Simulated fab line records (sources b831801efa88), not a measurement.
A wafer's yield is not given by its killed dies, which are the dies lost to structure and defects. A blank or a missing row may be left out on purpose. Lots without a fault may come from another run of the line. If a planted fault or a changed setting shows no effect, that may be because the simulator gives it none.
fab line records    flow sky130
record: lots: 12  wafers: 36  lastDay: 50
route steps=708 shown NWELL@63 VT_ADJUST_NCORE@128 VT_ADJUST_HVTR@141 SONOS_TUNNEL@161 PAD_OPEN@708
lots with no fault: from the same line, run without faults
startH: start of the lot's first displayed wafer, in hours after the record's first day    waitH: time in hours since the lot's previous step    " the same as in the row above    L1.1+2: a single row standing in for several wafers    - either no value or no given start    * or withheld: withheld    < > ~ a bound
route shown NAME@n: names a module that has steps shown in the file, with the first one's number in the route    usual: mean/standard deviation taken from wafers without a fault    same: alike in all rows    chamber/n: place in a boat    sites: the reading at each site    _std_site: their standard deviation    _edge_site: mean of outer sites minus mean of inner sites    radiusMm: for every site, how far away it sits from the centre of the wafer    mask NAME#n: copy n    behind: the last tool/chamber to shape the wafer    hold: why the lot went on hold/how many hours it stayed there/how the hold came to an end    device: names the non-switching transistor (n, p or np)    end of line: the same wafers' tests at the end of the route    a step with no rows: only its recipe    killed: dies that structure and defects cost at the first sort, which is not the same as the wafer's yield    map: a wafer's dies, x killed, . not, _ none there
set.NAME: the setting as run; set.NAME@STEP: as run at that earlier step    model.NAME: the simulator's own value behind a step, which no gauge read
one table for each step of the route and one row for each wafer, over a sample of lots
services: from which hour (startH, from the record's first day; less than 0 if before it) a tool's chamber was out of use, for how many hours, and why
== steps ==
step: SKY_NWELL_OVL_MEAS_10
usual: NWELL_00_OVL: -0.2/1.3
lot.wafer  tool        chamber  startH  waitH  NWELL_00_OVL[nm]
L894.3     overlay-02  -        90.96   -      1.3
L894.4     "           -        "       "      -2.0
L894.5     "           -        "       "      -0.3
L897.2     overlay-02  -        109.94  -      2.1
L897.4     "           -        "       "      -0.1
L897.6     "           -        "       "      1.5
L898.2     overlay-01  -        112.50  -      -1.6
L898.4     "           -        "       "      -0.4
L898.5     "           -        "       "      -0.1
L899.1     overlay-01  -        118.99  -      1.6
L899.2     "           -        "       "      -1.8
L899.3     "           -        "       "      -1.3
L903.1     overlay-02  -        142.83  -      1.4
L903.5     "           -        "       "      -1.0
L903.6     "           -        "       "      1.7
L904.2     overlay-02  -        146.94  -      -0.8
L904.4     "           -        "       "      0.0
L904.5     "           -        "       "      0.0
L905.2     overlay-02  -        155.99  -      0.5
L905.3     "           -        "       "      0.8
L905.6     "           -        "       "      0.1
L907.1     overlay-02  -        170.00  -      0.0
L907.3     "           -        "       "      0.5
L907.4     "           -        "       "      0.0
L913.1     overlay-02  -        204.28  -      0.1
L913.2     "           -        "       "      -0.7
L913.4     "           -        "       "      -0.7
L914.4     overlay-02  -        213.25  -      0.6
L914.5     "           -        "       "      -0.5
L914.6     "           -        "       "      0.5
L915.2     overlay-02  -        218.44  -      1.2
L915.4     "           -        "       "      2.5
L915.6     "           -        "       "      0.5
L916.1     overlay-02  -        227.45  -      -1.2
L916.4     "           -        "       "      -1.4
L916.5     "           -        "       "      1.2
step: SKY_VT_ADJUST_NCORE_IMPLANT_09
recipe: species: B  energyKev: 10  doseCm2: 2.4e+12  tiltDeg: withheld
usual: doseIonsCm2: 2.4001e+12/2.6e+09  faradayCurrentUA: 13.54/0.27
lot.wafer  tool          chamber  startH  waitH  doseIonsCm2  faradayCurrentUA
L894.3     implanter-01  0        186.39  0.1    2.4039e+12   13.72
L894.4     "             0        "       "      2.3973e+12   13.58
L894.5     "             0        "       "      2.3996e+12   13.64
L897.2     implanter-02  0        210.98  0.0    2.4045e+12   13.68
L897.4     "             0        "       "      2.4024e+12   13.71
L897.6     "             0        "       "      2.401e+12    13.69
L898.2     implanter-02  0        213.98  0.0    2.4027e+12   13.55
L898.4     "             0        "       "      2.4004e+12   13.80
L898.5     "             0        "       "      2.4018e+12   13.61
L899.1     implanter-01  0        221.54  0.0    2.4044e+12   13.53
L899.2     "             0        "       "      2.4054e+12   13.73
L899.3     "             0        "       "      2.4021e+12   13.67
L903.1     implanter-03  0        251.94  0.0    2.4007e+12   13.32
L903.5     "             0        "       "      2.3998e+12   13.17
L903.6     "             0        "       "      2.3986e+12   13.62
L904.2     implanter-02  0        255.63  0.0    4.3383e+12   24.68
L904.4     "             0        "       "      4.3383e+12   24.32
L904.5     "             0        "       "      4.3424e+12   24.27
L905.2     implanter-02  0        266.23  0.0    4.3412e+12   25.03
L905.3     "             0        "       "      4.3411e+12   24.69
L905.6     "             0        "       "      4.3393e+12   24.87
L907.1     implanter-03  0        285.19  0.0    2.3994e+12   13.59
L907.3     "             0        "       "      2.4008e+12   13.73
L907.4     "             0        "       "      2.4006e+12   13.27
L913.1     implanter-03  0        326.51  0.0    2.3976e+12   13.84
L913.2     "             0        "       "      2.404e+12    13.60
L913.4     "             0        "       "      2.3988e+12   13.53
L914.4     implanter-01  0        336.78  0.1    2.397e+12    13.11
L914.5     "             0        "       "      2.396e+12    13.90
L914.6     "             0        "       "      2.3982e+12   13.84
L915.2     implanter-01  0        343.17  0.0    2.3975e+12   13.82
L915.4     "             0        "       "      2.3999e+12   13.30
L915.6     "             0        "       "      2.3978e+12   13.35
L916.1     implanter-02  0        355.94  0.0    2.4032e+12   13.07
L916.4     "             0        "       "      2.3992e+12   14.12
L916.5     "             0        "       "      2.4024e+12   13.63
step: SKY_VT_ADJUST_NCORE_TW_MEAS_11
usual: VT_ADJUST_NCORE_TW: 219.7/2.3
lot.wafer  tool          chamber  startH  waitH  hold                     VT_ADJUST_NCORE_TW
L894.3     filmMetro-01  -        186.61  0.1    -                        222.4
L894.4     "             -        "       "      -                        221.8
L894.5     "             -        "       "      -                        221.8
L897.2     filmMetro-02  -        211.22  0.1    -                        217.8
L897.4     "             -        "       "      -                        217.7
L897.6     "             -        "       "      -                        218.5
L898.2     filmMetro-04  -        214.22  0.1    -                        218.4
L898.4     "             -        "       "      -                        219.4
L898.5     "             -        "       "      -                        218.5
L899.1     filmMetro-02  -        221.79  0.1    -                        218.1
L899.2     "             -        "       "      -                        217.0
L899.3     "             -        "       "      -                        218.1
L903.1     filmMetro-04  -        252.19  0.1    -                        219.4
L903.5     "             -        "       "      -                        217.9
L903.6     "             -        "       "      -                        218.8
L904.2     filmMetro-04  -        255.87  0.1    awaitDispo/0.2h/release  258.8
L904.4     "             -        "       "      awaitDispo/0.2h/release  259.3
L904.5     "             -        "       "      awaitDispo/0.2h/release  260.5
L904.2     filmMetro-04  -        256.10  0.2    -                        258.8
L904.4     "             -        "       "      -                        259.8
L904.5     "             -        "       "      -                        259.1
L905.2     filmMetro-02  -        266.47  0.1    awaitDispo/0.2h/release  256.3
L905.3     "             -        "       "      awaitDispo/0.2h/release  258.2
L905.6     "             -        "       "      awaitDispo/0.2h/release  257.1
L905.2     filmMetro-02  -        266.70  0.2    -                        257.7
L905.3     "             -        "       "      -                        257.4
L905.6     "             -        "       "      -                        257.0
L907.1     filmMetro-04  -        285.44  0.1    -                        219.3
L907.3     "             -        "       "      -                        218.5
L907.4     "             -        "       "      -                        218.7
L913.1     filmMetro-04  -        326.76  0.1    -                        218.7
L913.2     "             -        "       "      -                        219.6
L913.4     "             -        "       "      -                        218.7
L914.4     filmMetro-01  -        336.99  0.1    -                        224.6
L914.5     "             -        "       "      -                        223.2
L914.6     "             -        "       "      -                        223.7
L915.2     filmMetro-04  -        343.40  0.1    -                        219.3
L915.4     "             -        "       "      -                        218.5
L915.6     "             -        "       "      -                        219.8
L916.1     filmMetro-02  -        356.19  0.1    -                        218.5
L916.4     "             -        "       "      -                        218.5
L916.5     "             -        "       "      -                        217.8
step: SKY_VT_ADJUST_HVTR_STRIP_10
recipe: chemistry: O2/N2  powerW: 1400  pressureMtorr: 1500  platenTempC: withheld  o2FlowSccm: 3000  n2FlowSccm: 300  overashFraction: 0.5
usual: drypumpMotorCurrentA: 5.8/0.46  oesProductAu: 0.716/0.0042  stripTimeToEndpointS: 14.18/0.036
lot.wafer  tool            chamber  startH  waitH  drypumpMotorCurrentA  oesProductAu  rfHoursCounterH  stripTimeToEndpointS
L894.3     plasmaAsher-01  1        208.04  0.1    5.4                   0.718         -                14.17
L894.4     "               0        "       "      5.2                   0.722         -                14.20
L894.5     "               1        "       "      5.4                   0.716         -                14.20
L897.2     plasmaAsher-03  0        233.60  0.1    6.5                   0.720         55               14.20
L897.4     "               1        "       "      5.9                   0.713         -                14.22
L897.6     "               1        "       "      5.9                   0.715         -                14.20
L898.2     plasmaAsher-01  1        236.70  0.1    5.3                   0.715         12               14.22
L898.4     "               1        "       "      5.4                   0.718         -                14.21
L898.5     "               1        "       "      5.4                   0.713         -                14.24
L899.1     plasmaAsher-01  0        244.94  0.1    5.2                   0.714         12               14.16
L899.2     "               1        "       "      5.3                   0.709         12               14.21
L899.3     "               1        "       "      5.4                   0.726         -                14.24
L903.1     plasmaAsher-03  0        276.70  0.1    6.5                   0.721         59               14.20
L903.5     "               1        "       "      5.9                   0.714         -                14.18
L903.6     "               0        "       "      6.5                   0.716         -                14.19
L904.2     plasmaAsher-01  1        279.95  0.1    5.3                   0.720         16               14.16
L904.4     "               1        "       "      5.4                   0.726         -                14.16
L904.5     "               0        "       "      5.2                   0.711         -                14.17
L905.2     plasmaAsher-01  0        292.01  0.1    5.2                   0.718         17               14.20
L905.3     "               0        "       "      5.2                   0.719         -                14.22
L905.6     "               1        "       "      5.4                   0.716         -                14.19
L907.1     plasmaAsher-02  1        311.06  0.1    6.0                   0.714         65               14.15
L907.3     "               1        "       "      6.0                   0.712         -                14.14
L907.4     "               0        "       "      6.0                   0.717         -                14.21
L913.1     plasmaAsher-03  0        353.99  0.1    6.5                   0.718         67               14.19
L913.2     "               1        "       "      5.9                   0.713         67               14.20
L913.4     "               0        "       "      6.5                   0.713         -                14.21
L914.4     plasmaAsher-01  0        364.14  0.1    5.3                   0.717         -                14.21
L914.5     "               1        "       "      5.3                   0.721         -                14.21
L914.6     "               0        "       "      5.2                   0.711         -                14.21
L915.2     plasmaAsher-02  0        371.49  0.1    5.9                   0.720         72               14.12
L915.4     "               0        "       "      5.9                   0.718         -                14.17
L915.6     "               0        "       "      6.0                   0.718         -                14.17
L916.1     plasmaAsher-03  1        384.34  0.1    5.9                   0.716         68               14.16
L916.4     "               0        "       "      6.5                   0.715         -                14.11
L916.5     "               1        "       "      5.8                   0.715         -                14.13
step: SKY_SONOS_TUNNEL_CD_MEAS_07
recipe: targetCdNm: 410
usual: cdNm: 410.4/2.2
lot.wafer  tool      chamber  startH  waitH  cdNm
L894.3     cdSem-01  -        253.77  0.1    412.0
L894.4     "         -        "       "      413.9
L894.5     "         -        "       "      411.6
L897.2     cdSem-02  -        281.95  0.1    408.2
L897.4     "         -        "       "      408.8
L897.6     "         -        "       "      406.1
L898.2     cdSem-02  -        284.90  0.1    407.4
L898.4     "         -        "       "      408.2
L898.5     "         -        "       "      407.9
L899.1     cdSem-02  -        294.48  0.1    406.9
L899.2     "         -        "       "      409.3
L899.3     "         -        "       "      410.8
L903.1     cdSem-02  -        327.93  0.1    411.5
L903.5     "         -        "       "      407.8
L903.6     "         -        "       "      409.8
L904.2     cdSem-01  -        332.26  0.1    408.9
L904.4     "         -        "       "      409.4
L904.5     "         -        "       "      409.8
L905.2     cdSem-02  -        345.46  0.1    413.9
L905.3     "         -        "       "      411.5
L905.6     "         -        "       "      412.8
L907.1     cdSem-02  -        364.93  0.1    410.0
L907.3     "         -        "       "      408.8
L907.4     "         -        "       "      408.2
L913.1     cdSem-01  -        410.68  0.1    408.2
L913.2     "         -        "       "      409.5
L913.4     "         -        "       "      408.9
L914.4     cdSem-02  -        421.60  0.1    408.2
L914.5     "         -        "       "      406.0
L914.6     "         -        "       "      406.8
L915.2     cdSem-02  -        429.50  0.1    409.5
L915.4     "         -        "       "      409.7
L915.6     "         -        "       "      411.9
L916.1     cdSem-02  -        444.23  0.1    411.1
L916.4     "         -        "       "      413.3
L916.5     "         -        "       "      411.8
step: SKY_PAD_OPEN_PROBE_99
usual: killed_at_M0_to_M3: 44/7  killed_at_M4_up: 3.2/1.8  killedAtContacts: 24/5.1  killedAtFrontEnd: 15/4.3  killedAtOther: 0.3/0.5  killedDies: 86/9.6  killedOpen: 48/7.1  killedShort: 38/6.7
same: grossDies: 492  killedAtBackSide: 0
lot.wafer  tool       chamber  startH   waitH  hold                     killed_at_M0_to_M3  killed_at_M4_up  killedAtContacts  killedAtFrontEnd  killedAtOther  killedDies  killedOpen  killedShort
L894.3     prober-02  -        1078.02  0.2    -                        47                  3                22                19                0              91          55          36
L894.4     prober-02  -        1078.07  0.2    -                        36                  2                21                12                0              71          39          32
L894.5     prober-02  -        1078.12  0.2    -                        41                  2                25                13                0              81          39          42
L897.2     prober-01  -        1101.93  0.1    -                        46                  2                26                18                0              92          48          44
L897.4     prober-01  -        1102.03  0.2    -                        38                  1                31                21                0              91          65          26
L897.6     prober-01  -        1102.13  0.2    -                        46                  3                19                7                 1              76          36          40
L898.2     prober-02  -        1102.41  0.1    -                        60                  7                19                11                0              97          52          45
L898.4     prober-02  -        1102.51  0.2    -                        46                  4                29                16                0              95          48          47
L898.5     prober-02  -        1102.56  0.2    -                        54                  6                25                9                 0              94          52          42
L899.1     prober-01  -        1113.66  0.1    -                        42                  3                24                15                0              84          51          31
L899.2     prober-01  -        1113.71  0.1    -                        41                  2                30                19                1              93          55          37
L899.3     prober-01  -        1113.76  0.2    -                        43                  4                23                19                0              89          46          42
L903.1     prober-01  -        1134.05  0.1    -                        56                  2                29                11                0              98          58          40
L903.5     prober-01  -        1134.25  0.2    -                        52                  2                23                14                1              92          50          42
L903.6     prober-01  -        1134.30  0.2    -                        37                  5                24                11                0              77          45          32
L904.2     prober-02  -        1137.35  0.1    awaitDispo/2.5h/release  40                  3                18                17                0              78          44          34
L904.4     prober-02  -        1137.45  0.2    awaitDispo/2.5h/release  40                  3                19                6                 0              68          39          29
L904.5     prober-02  -        1137.50  0.2    awaitDispo/2.5h/release  39                  2                23                16                0              80          46          34
L905.2     prober-01  -        1149.00  0.1    awaitDispo/2.4h/release  59                  1                29                13                2              104         52          46
L905.3     prober-01  -        1149.05  0.2    awaitDispo/2.4h/release  50                  6                28                11                1              96          43          51
L905.6     prober-01  -        1149.20  0.2    awaitDispo/2.4h/release  46                  2                27                19                1              95          55          38
L907.1     prober-02  -        1164.05  0.1    -                        33                  1                22                16                0              72          47          25
L907.3     prober-02  -        1164.15  0.2    -                        44                  4                18                13                0              79          48          30
L907.4     prober-02  -        1164.20  0.2    -                        38                  3                19                13                2              75          34          37
L913.1     prober-01  -        1186.50  0.1    -                        48                  3                26                21                1              99          53          46
L913.2     prober-01  -        1186.55  0.1    -                        43                  7                32                15                0              97          50          46
L913.4     prober-01  -        1186.65  0.2    -                        48                  6                35                21                0              110         49          61
L914.4     prober-02  -        1193.35  0.2    -                        46                  3                20                18                1              88          45          42
L914.5     prober-02  -        1193.40  0.2    -                        34                  7                23                18                0              82          47          35
L914.6     prober-02  -        1193.45  0.2    -                        41                  4                30                13                0              88          48          38
L915.2     prober-01  -        1199.32  0.1    -                        43                  0                31                9                 0              83          45          38
L915.4     prober-01  -        1199.42  0.2    -                        46                  3                25                10                0              84          47          37
L915.6     prober-01  -        1199.52  0.2    -                        44                  9                34                12                0              99          60          39
L916.1     prober-02  -        1203.15  0.1    -                        49                  3                27                11                0              90          56          34
L916.4     prober-02  -        1203.30  0.2    -                        34                  3                17                16                0              70          43          27
L916.5     prober-02  -        1203.35  0.2    -                        45                  2                26                10                0              83          44          39
killed by level:class
L894.3 VIA1:geometricParticle:open=12 POLY_GATE:geometricParticle:open=8 CONTACT:geometricParticle:open=8 VIA2:geometricParticle:open=7 METAL1:geometricParticle:short=6 VIA3:geometricParticle:open=5 CONTACT:geometricParticle:short=5 METAL2:geometricParticle:short=5
L894.4 VIA2:geometricParticle:open=8 LI_CONTACT:geometricParticle:open=7 CONTACT:geometricParticle:open=7 METAL2:geometricParticle:short=6 FIELD_ISO:geometricParticle:open=4 POLY_CUT:geometricParticle:short=4 METAL1:geometricParticle:short=4 VIA1:geometricParticle:short=4
L894.5 METAL2:geometricParticle:short=11 VIA1:geometricParticle:open=11 CONTACT:geometricParticle:open=9 LOCAL_INTERCONNECT:geometricParticle:short=7 CONTACT:geometricParticle:short=5 VIA1:geometricParticle:short=4 VIA2:geometricParticle:open=4 LI_CONTACT:geometricParticle:open=3
L897.2 LI_CONTACT:geometricParticle:open=11 METAL2:geometricParticle:short=10 FIELD_ISO:geometricParticle:open=8 VIA1:geometricParticle:open=8 POLY_GATE:geometricParticle:short=6 VIA2:geometricParticle:open=6 LOCAL_INTERCONNECT:geometricParticle:short=5 VIA1:geometricParticle:short=5
L897.4 CONTACT:geometricParticle:open=15 VIA1:geometricParticle:open=10 FIELD_ISO:geometricParticle:open=9 LI_CONTACT:geometricParticle:open=8 VIA2:geometricParticle:open=8 POLY_GATE:geometricParticle:open=7 METAL2:geometricParticle:short=7 CONTACT:geometricParticle:short=6
L897.6 VIA1:geometricParticle:open=10 METAL2:geometricParticle:short=10 CONTACT:geometricParticle:open=7 LI_CONTACT:geometricParticle:open=5 VIA1:geometricParticle:short=5 CONTACT:geometricParticle:short=4 METAL3:geometricParticle:short=4 VIA2:geometricParticle:short=4
L898.2 VIA1:geometricParticle:open=11 VIA3:geometricParticle:open=9 VIA2:geometricParticle:open=8 METAL1:geometricParticle:short=8 CONTACT:geometricParticle:open=8 METAL2:geometricParticle:short=7 CONTACT:geometricParticle:short=5 VIA1:geometricParticle:short=5
L898.4 VIA2:geometricParticle:open=11 CONTACT:geometricParticle:open=11 VIA1:geometricParticle:open=9 FIELD_ISO:geometricParticle:short=7 CONTACT:geometricParticle:short=7 METAL1:geometricParticle:short=7 LOCAL_INTERCONNECT:geometricParticle:short=6 VIA3:geometricParticle:open=6
L898.5 VIA1:geometricParticle:open=11 CONTACT:geometricParticle:open=10 VIA2:geometricParticle:open=8 VIA3:geometricParticle:open=7 VIA1:geometricParticle:short=6 LI_CONTACT:geometricParticle:open=5 VIA2:geometricParticle:short=5 METAL1:geometricParticle:short=4
L899.1 LI_CONTACT:geometricParticle:open=8 VIA3:geometricParticle:open=8 FIELD_ISO:geometricParticle:open=7 VIA2:geometricParticle:open=7 METAL1:geometricParticle:short=6 VIA1:geometricParticle:open=6 LI_CONTACT:geometricParticle:short=5 CONTACT:geometricParticle:open=5
L899.2 VIA2:geometricParticle:open=12 CONTACT:geometricParticle:open=9 POLY_GATE:geometricParticle:short=7 LI_CONTACT:geometricParticle:open=7 VIA3:geometricParticle:open=6 VIA1:geometricParticle:open=6 LI_CONTACT:geometricParticle:short=5 CONTACT:geometricParticle:short=5
L899.3 VIA2:geometricParticle:open=8 FIELD_ISO:geometricParticle:short=7 METAL2:geometricParticle:short=7 LI_CONTACT:geometricParticle:open=7 CONTACT:geometricParticle:open=7 VIA1:geometricParticle:open=6 CONTACT:geometricParticle:short=5 POLY_GATE:geometricParticle:open=4
L903.1 CONTACT:geometricParticle:open=12 VIA1:geometricParticle:open=11 VIA3:geometricParticle:open=11 VIA2:geometricParticle:open=9 LOCAL_INTERCONNECT:geometricParticle:short=7 VIA1:geometricParticle:short=5 POLY_GATE:geometricParticle:short=4 POLY_GATE:geometricParticle:open=4
L903.5 VIA1:geometricParticle:open=12 LI_CONTACT:geometricParticle:open=7 VIA2:geometricParticle:open=7 VIA3:geometricParticle:open=7 METAL2:geometricParticle:short=6 CONTACT:geometricParticle:open=5 VIA1:geometricParticle:short=5 VIA2:geometricParticle:short=5
L903.6 LI_CONTACT:geometricParticle:open=9 VIA1:geometricParticle:open=8 METAL3:geometricParticle:short=6 CONTACT:geometricParticle:open=6 VIA3:geometricParticle:open=6 METAL1:geometricParticle:short=5 METAL2:geometricParticle:short=4 VIA2:geometricParticle:open=4
L904.2 CONTACT:geometricParticle:open=10 VIA1:geometricParticle:open=8 VIA2:geometricParticle:open=6 VIA3:geometricParticle:open=6 FIELD_ISO:geometricParticle:short=5 METAL1:geometricParticle:short=5 POLY_GATE:geometricParticle:short=4 METAL2:geometricParticle:short=4
L904.4 VIA1:geometricParticle:open=9 LI_CONTACT:geometricParticle:open=9 VIA1:geometricParticle:short=7 METAL1:geometricParticle:short=7 CONTACT:geometricParticle:open=6 METAL2:geometricParticle:short=4 VIA2:geometricParticle:open=4 CONTACT:geometricParticle:short=3
L904.5 VIA3:geometricParticle:open=8 CONTACT:geometricParticle:open=8 VIA1:geometricParticle:open=8 LI_CONTACT:geometricParticle:open=7 METAL1:geometricParticle:short=6 VIA2:geometricParticle:short=5 METAL2:geometricParticle:short=5 FIELD_ISO:geometricParticle:open=4
L905.2 VIA1:geometricParticle:open=18 METAL2:geometricParticle:short=14 LI_CONTACT:geometricParticle:open=8 LI_CONTACT:geometricParticle:short=6 CONTACT:geometricParticle:open=5 CONTACT:geometricParticle:short=5 VIA2:geometricParticle:open=5 VIA3:geometricParticle:open=4
L905.3 VIA1:geometricParticle:open=11 METAL2:geometricParticle:short=9 VIA1:geometricParticle:short=8 LI_CONTACT:geometricParticle:open=7 CONTACT:geometricParticle:open=7 CONTACT:geometricParticle:short=6 VIA3:geometricParticle:open=5 VIA2:geometricParticle:short=5
L905.6 VIA2:geometricParticle:open=11 CONTACT:geometricParticle:open=8 VIA1:geometricParticle:open=8 VIA3:geometricParticle:open=7 LI_CONTACT:geometricParticle:open=7 VIA1:geometricParticle:short=6 FIELD_ISO:geometricParticle:short=5 LI_CONTACT:geometricParticle:short=5
L907.1 VIA3:geometricParticle:open=9 FIELD_ISO:geometricParticle:open=8 LI_CONTACT:geometricParticle:open=7 VIA1:geometricParticle:open=6 CONTACT:geometricParticle:open=5 FIELD_ISO:geometricParticle:short=4 VIA2:geometricParticle:open=4 CONTACT:geometricParticle:short=4
L907.3 VIA1:geometricParticle:open=12 VIA3:geometricParticle:open=7 VIA1:geometricParticle:short=6 METAL2:geometricParticle:short=6 FIELD_ISO:geometricParticle:open=4 FIELD_ISO:geometricParticle:short=4 LI_CONTACT:geometricParticle:short=4 LI_CONTACT:geometricParticle:open=4
L907.4 VIA3:geometricParticle:short=9 CONTACT:geometricParticle:open=7 VIA3:geometricParticle:open=6 VIA1:geometricParticle:short=5 METAL2:geometricParticle:short=5 LI_CONTACT:geometricParticle:open=4 VIA1:geometricParticle:open=4 POLY_GATE:geometricParticle:short=3
L913.1 VIA1:geometricParticle:open=16 LI_CONTACT:geometricParticle:open=8 CONTACT:geometricParticle:open=8 FIELD_ISO:geometricParticle:open=6 METAL1:geometricParticle:short=6 CONTACT:geometricParticle:short=6 VIA1:geometricParticle:short=5 METAL2:geometricParticle:short=5
L913.2 CONTACT:geometricParticle:open=9 VIA1:geometricParticle:open=9 LI_CONTACT:geometricParticle:open=8 LOCAL_INTERCONNECT:geometricParticle:short=8 METAL1:geometricParticle:short=6 FIELD_ISO:geometricParticle:short=5 CONTACT:geometricParticle:short=5 VIA1:geometricParticle:short=5
L913.4 VIA1:geometricParticle:open=11 METAL1:geometricParticle:short=10 CONTACT:geometricParticle:short=10 CONTACT:geometricParticle:open=8 LOCAL_INTERCONNECT:geometricParticle:short=7 SPACER:geometricParticle:open=7 VIA2:geometricParticle:open=7 VIA1:geometricParticle:short=6
L914.4 VIA1:geometricParticle:open=10 POLY_GATE:geometricParticle:open=6 VIA2:geometricParticle:open=6 CONTACT:geometricParticle:open=6 METAL1:geometricParticle:short=6 METAL2:geometricParticle:short=6 VIA2:geometricParticle:short=6 POLY_GATE:geometricParticle:short=5
L914.5 LI_CONTACT:geometricParticle:open=8 VIA1:geometricParticle:open=8 METAL1:geometricParticle:short=7 VIA3:geometricParticle:open=7 FIELD_ISO:geometricParticle:open=6 CONTACT:geometricParticle:open=6 METAL4:geometricParticle:short=6 LOCAL_INTERCONNECT:geometricParticle:short=5
L914.6 CONTACT:geometricParticle:open=11 LI_CONTACT:geometricParticle:open=9 VIA1:geometricParticle:open=9 VIA2:geometricParticle:open=8 METAL2:geometricParticle:short=7 LOCAL_INTERCONNECT:geometricParticle:short=5 METAL4:geometricParticle:short=4 VIA3:geometricParticle:short=4
L915.2 CONTACT:geometricParticle:open=11 VIA1:geometricParticle:open=8 VIA2:geometricParticle:open=8 VIA3:geometricParticle:open=6 FIELD_ISO:geometricParticle:short=5 LI_CONTACT:geometricParticle:open=5 LOCAL_INTERCONNECT:geometricParticle:short=5 METAL1:geometricParticle:short=5
L915.4 CONTACT:geometricParticle:open=11 VIA3:geometricParticle:open=9 VIA1:geometricParticle:open=8 METAL2:geometricParticle:short=8 VIA2:geometricParticle:open=8 LI_CONTACT:geometricParticle:open=5 VIA3:geometricParticle:short=4 LOCAL_INTERCONNECT:geometricParticle:short=4
L915.6 VIA3:geometricParticle:open=12 CONTACT:geometricParticle:open=11 LI_CONTACT:geometricParticle:open=8 METAL2:geometricParticle:short=6 LOCAL_INTERCONNECT:geometricParticle:short=6 METAL1:geometricParticle:short=5 VIA1:geometricParticle:open=5 FIELD_ISO:geometricParticle:open=4
L916.1 VIA1:geometricParticle:open=12 CONTACT:geometricParticle:open=10 VIA2:geometricParticle:open=9 VIA1:geometricParticle:short=9 VIA3:geometricParticle:open=8 LI_CONTACT:geometricParticle:open=6 LOCAL_INTERCONNECT:geometricParticle:short=5 CONTACT:geometricParticle:short=4
L916.4 VIA1:geometricParticle:open=13 LI_CONTACT:geometricParticle:open=5 POLY_GATE:geometricParticle:short=5 POLY_GATE:geometricParticle:open=5 LOCAL_INTERCONNECT:geometricParticle:short=5 CONTACT:geometricParticle:open=5 VIA3:geometricParticle:open=5 METAL1:geometricParticle:short=4
L916.5 CONTACT:geometricParticle:open=10 VIA1:geometricParticle:open=9 VIA2:geometricParticle:short=8 VIA1:geometricParticle:short=7 LOCAL_INTERCONNECT:geometricParticle:short=6 LI_CONTACT:geometricParticle:short=5 METAL1:geometricParticle:open=4 POLY_GATE:geometricParticle:open=4
== services ==
tool            chamber  startH  hours  kind
implanter-02    -        167.25  2.6    repair
implanter-02    -        189.76  1.4    repair
plasmaAsher-03  -        191.77  4.0    repair
implanter-01    -        233.02  1.0    repair
implanter-01    -        244.54  4.0    pm
implanter-02    -        254.29  0.6    repair
implanter-02    -        287.17  2.7    pm
plasmaAsher-01  -        289.07  0.7    repair
implanter-02    -        331.24  3.3    repair
implanter-02    -        334.56  9.2    pm
plasmaAsher-03  -        343.24  7.3    repair
implanter-01    -        346.78  3.0    repair
implanter-01    -        349.76  13.4   pm
implanter-02    -        352.97  2.2    repair
plasmaAsher-03  -        359.95  14.6   pm
plasmaAsher-01  -        369.56  6.1    repair
implanter-03    -        372.07  4.8    pm
== key ==
firstSign: step: SKY_VT_ADJUST_NCORE_IMPLANT_09  reading: doseIonsCm2  direction: up  sigmas: 99+  usual: *  struck: *
effect: step: SKY_VT_ADJUST_NCORE_IMPLANT_09  reading: faradayCurrentUA  direction: up  sigmas: 42  usual: 13.54  struck: 24.64
effect: step: SKY_VT_ADJUST_NCORE_TW_MEAS_11  reading: visit  direction: added
effect: step: SKY_VT_ADJUST_NCORE_TW_MEAS_11  reading: VT_ADJUST_NCORE_TW  direction: up  sigmas: 17  usual: 219.7  struck: 258.4
effect: step: SKY_PAD_OPEN_PROBE_99  reading: hold  direction: added
metAt SKY_VT_ADJUST_NCORE_IMPLANT_09
struckLots L904,L905
testerLeftOut L904,L905
notActingAt SKY_NWELL_OVL_MEAS_10,SKY_VT_ADJUST_HVTR_STRIP_10,SKY_SONOS_TUNNEL_CD_MEAS_07
onsetBetween 213.98 255.63
fault: kind: processParameterDrift  tool: implanter-02  chamber: -  onsetH: 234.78  steps: SKY_VT_ADJUST_NCORE_IMPLANT_09  channel: doseCm2  offset: *  shape: step  endH: 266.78  actsIn: *  stated: *
testerLeftOut: of these lots the tester's yield and bins aren't shown, on N5 and GAA mostly nor the transistor test; their killed dies are dies lost to structure and defects alone, not to doping, threshold or leakage, so they don't give the yield
